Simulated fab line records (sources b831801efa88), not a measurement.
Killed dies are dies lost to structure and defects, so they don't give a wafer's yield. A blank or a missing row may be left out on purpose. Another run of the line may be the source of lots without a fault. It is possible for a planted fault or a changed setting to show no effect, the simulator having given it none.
Chamber matching -- flow gf180mcu -- pecvd-03 running GF_V1_CVD_02: 3 sister chambers
The step deposits SiO2 from TEOS, target thk 850 nm, time 94.851 s. 3 wafers are shown with their chamber, then 8 later ones without.

EACH WAFER AND ITS CHAMBER
wafer,chamber,heater_power_w (W)
L088.2,1,603
L090.1,0,773
L091.3,2,721

WAFERS MISSING THEIR CHAMBER
wafer,heater_power_w (W)
L091.4,657
L091.5,582
L092.1,653
L092.3,634
L092.6,680
L095.1,656
L095.3,654
L095.5,546

WHICH CHAMBER EACH ONE RAN IN
wafer,from the rows above,in truth
L091.4,can't be placed: 1 or 2 or 0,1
L091.5,1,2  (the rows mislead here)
L092.1,can't be placed: 1 or 2 or 0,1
L092.3,can't be placed: 1 or 2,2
L092.6,can't be placed: 2 or 1 or 0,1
L095.1,can't be placed: 1 or 2 or 0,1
L095.3,can't be placed: 1 or 2 or 0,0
L095.5,1,1
Correct placement for 1 of the 8. From these rows, 6 cannot be placed; in 6 the true chamber is one of the candidates. 1 placed wrongly.
How it was worked out, from the rows above alone: a wafer's distance from a chamber is the root of the sum, over the readings, of the square of ((its reading less the chamber's mean) divided by the reading's scatter). If the next closest chamber is less than 2 further off than the closest, the wafer can't be placed; otherwise it belongs to the closest. For every chamber, the mean is computed from those of its wafers that are shown. The scatter (one wafer shown for each chamber): square how far every hidden wafer sits from the nearest shown wafer, average those squares and take the square root.
